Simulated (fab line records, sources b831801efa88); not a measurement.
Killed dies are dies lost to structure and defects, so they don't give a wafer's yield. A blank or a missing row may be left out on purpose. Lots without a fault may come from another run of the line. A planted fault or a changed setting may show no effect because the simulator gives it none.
Which tool did it? | flow gf180mcu | 7 lots, 21 wafers sampled, at 1 step of a route of 602

WHAT THE GAUGES READ, wafer by wafer
GF_STI_THK_MEAS_24.
lot  | measured    | on            | STI_CVD_23_THK (nm)
L324 | day 2 08:58 | film_metro-04 | 645 651 657
L326 | day 2 18:47 | film_metro-04 | 656 657 654
L329 | day 3 11:17 | film_metro-03 | 658 654 654
L331 | day 3 20:50 | film_metro-02 | 652 655 647
L335 | day 4 17:47 | film_metro-03 | 653 648 647
L337 | day 5 03:39 | film_metro-02 | 647 641 639
L346 | day 7 01:56 | film_metro-02 | 651 661 652

WHICH TOOL RAN EACH LOT (tool, then ch and the chambers of the sampled wafers, then the start)
The record holds no process step before these readings.

THE ANSWER, worked out from the rows above alone
Rule: what is usual is taken from the lots themselves. Put in order of their means at a reading, lots are off if they are a third of the lots or fewer, leave a main group of 4 or more, and stand apart from it by a gap of 3 or more times the standard deviation of the main group's means; of several such gaps the widest counts. A main group whose means are all the same, to the digits that the tables above print for the reading, isn't used. A lot without any number at a reading at which 4 lots or more have one is off too. The other lots that the step has rows for count as sound.
No lot is off at any reading shown: from this, nothing can be told.

WHAT THE SIMULATOR HAD PUT IN
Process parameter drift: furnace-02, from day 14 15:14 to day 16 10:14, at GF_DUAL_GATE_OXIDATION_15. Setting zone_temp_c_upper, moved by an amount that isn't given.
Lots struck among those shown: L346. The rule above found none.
